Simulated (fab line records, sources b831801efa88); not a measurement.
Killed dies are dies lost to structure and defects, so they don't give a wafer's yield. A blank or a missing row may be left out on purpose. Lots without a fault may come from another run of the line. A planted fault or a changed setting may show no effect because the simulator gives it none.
Problem report in the 8D (eight disciplines) form, filled by code | flow sfq_line | the parts of the form that need people (team, actions taken, sign-off) are left out

1. THE PROBLEM
spin_speed_rpm at SFQ_TRILAYER_M7_LITHO_COAT_182 reads a mean of 3195.6 rpm on 6 wafers of 2 lots; wafers without a fault read 3000.3 rpm with a standard deviation of 2. That is +98 standard deviations from the usual mean.
The step: resist thk 62 nm.
First seen on wafer L948.3, day 82 04:11, on litho_track-03. The record holds 18 wafers of 6 lots with a number at this step. Rule for "out", or "out of limits": more than 4 standard deviations from the usual mean. The other wafers with a number count as sound.

2. WHAT IT IS AND WHAT IT IS NOT
question                    | is                     | is not
which readings at this step | spin_speed_rpm         | -
which lots                  | L948, L949             | L939, L952, L953, L954
which wafers of those lots  | all that have a number | -
read on which tools         | litho_track-03         | litho_track-02
when                        | from day 82 04:11      | up to then (3 sound wafers); but 9 sound wafers of L952, L953, L954 came after

3. SUSPECTS, AND WHAT RULES EACH OUT
Counting: a tool at a process step up to the reading stays a suspect if it ran every lot that is out and no sound lot after the first of them.
- rie_metal-02 at SFQ_TRILAYER_I6_VIA_STRIP_STRIP_173 (strips in O2): ruled out as a lasting fault. Sound lots L952 ran on it after its first lot that is out, L948 (day 82 03:13).
- litho_track-03 at SFQ_TRILAYER_M7_LITHO_COAT_182 (resist thk 62 nm): ruled out as a lasting fault. Sound lots L954 ran on it after its first lot that is out, L948 (day 82 04:11).
Left after counting: nothing in the record.

4. THE CAUSE (what the simulator had put in)
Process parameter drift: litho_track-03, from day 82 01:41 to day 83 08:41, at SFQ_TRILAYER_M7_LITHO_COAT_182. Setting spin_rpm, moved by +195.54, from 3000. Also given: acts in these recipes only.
Counting ruled it out, wrongly.

5. THE CHAIN OF EFFECTS, in route order
Each row: a reading whose mean over the struck wafers that have a number lies more than 3 standard deviations from the usual. Only readings for which the record gives a usual standard deviation are gone through. hours: the time from each lot's start at the first step in this table that gives one to its start at this step, as a median over the lots. sigmas: the change in usual standard deviations.
hours | step                           | reading        | usual      | on struck wafers | change | sigmas
0     | SFQ_TRILAYER_M7_LITHO_COAT_182 | spin_speed_rpm | 3000.3 rpm | 3195.6           | +195.2 | +98
The process steps in it:
- SFQ_TRILAYER_M7_LITHO_COAT_182: resist thk 62 nm.
Later measuring or inspecting steps at which every struck wafer that the step has a row for has a number for every such reading, and none has moved that far: SFQ_M7_OVL_MEAS_945.

6. WHAT WOULD HAVE CAUGHT IT SOONER
In this record the first reading out of limits was taken at day 82 04:11, 2 hours after the fault began at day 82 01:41.
